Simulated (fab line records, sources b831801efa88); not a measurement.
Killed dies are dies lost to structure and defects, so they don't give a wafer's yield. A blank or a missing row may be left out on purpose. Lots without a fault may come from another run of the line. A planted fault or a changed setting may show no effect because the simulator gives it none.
One fault seen from 2 desks | flow gf180mcu | each desk has only its own numbers; what lay behind them comes last

THE TOOL OWNER'S DESK: implanter-03
The tool's own readings at GF_HV_LDD_IMPLANT_34: means of the sampled wafers that have a number, for each lot that ran on this tool. A lot is out of limits, marked OUT, if its mean lies more than 4 standard deviations from the usual mean; the brackets give that distance.
Columns: A = beam_energy_keV at GF_HV_LDD_IMPLANT_34, usual 59.998; B = beam_on_s at GF_HV_LDD_IMPLANT_34, usual 9.99 s; C = dose_ions_cm2 at GF_HV_LDD_IMPLANT_34, usual 7.497e+12; D = faraday_current_uA at GF_HV_LDD_IMPLANT_34, usual 42.3; E = rotation_deg at GF_HV_LDD_IMPLANT_34, usual 89.999 degrees
lot  | first seen here | A      | B     | C         | D    | E
L824 | day 11 21:46    | 60.018 | 10.17 | 7.495e+12 | 41.5 | 90.009
L827 | day 12 19:07    | 59.990 | 9.95  | 7.493e+12 | 42.5 | 89.996
L828 | day 13 04:05    | 59.966 | 9.89  | 7.497e+12 | 42.7 | 90.003
L830 | day 13 21:17    | 60.019 | 10.06 | 7.504e+12 | 42.0 | 89.982
L831 | day 14 05:11    | 59.990 | 10.09 | 7.497e+12 | 42.0 | 89.976
This desk's finding: nothing out of limits on any of the 5 lots.

THE METROLOGY DESK
What the gauges read, lot by lot, whatever tool the lot ran on: means of the sampled wafers that have a number. A lot is out of limits, marked OUT, if its mean lies more than 4 standard deviations from the usual mean; the brackets give that distance.
Columns: A = HV_LDD_3_TW at GF_HV_LDD_TW_MEAS_38, usual 1442; B = HV_LDD_RS at GF_HV_LDD_RS_MEAS_53, usual 418.3 ohm/sq
lot  | first seen here | A               | B
L823 | day 11 10:42    | 1431            | 419.5
L824 | day 11 22:22    | 1432            | 418.3
L825 | day 12 06:47    | 1439            | 417.6
L827 | day 12 19:40    | 1470            | 418.7
L828 | day 13 04:38    | 1425            | 419.5
L829 | day 13 14:07    | 1434            | 417.6
L830 | day 13 21:50    | 1457            | 418.9
L831 | day 14 05:43    | 1396            | 417.4
L832 | day 14 15:04    | 1457            | 418.6
L837 | day 16 09:20    | 1287 (-7.4) OUT | 439.2 (+24) OUT
L838 | day 16 13:55    | 1289 (-7.3) OUT | 438.9 (+24) OUT
L844 | day 18 11:09    | 1458            | 419.2
L845 | day 18 21:35    | 1430            | 418.1
L846 | day 19 03:32    | 1456            | 417.9
This desk's finding: out of limits on L837, L838; first on L837, day 16 09:20 (HV_LDD_3_TW at GF_HV_LDD_TW_MEAS_38). In limits: L823, L824, L825, L827, L828, L829, L830, L831, L832, L844, L845, L846.

PUT TOGETHER
The metrology desk could have raised an alarm at day 16 09:20, on L837, L838.
The tool owner's desk saw nothing out of limits.
The tool owner's desk has no number on record for L837, L838.
Of the lots named, all ran GF_HV_LDD_IMPLANT_34 on implanter-03.

WHAT THE SIMULATOR HAD PUT IN
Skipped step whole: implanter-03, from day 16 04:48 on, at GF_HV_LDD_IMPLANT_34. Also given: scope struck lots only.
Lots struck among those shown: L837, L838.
Hours from the fault's start to each desk's first reading out of limits: the metrology desk, 5.
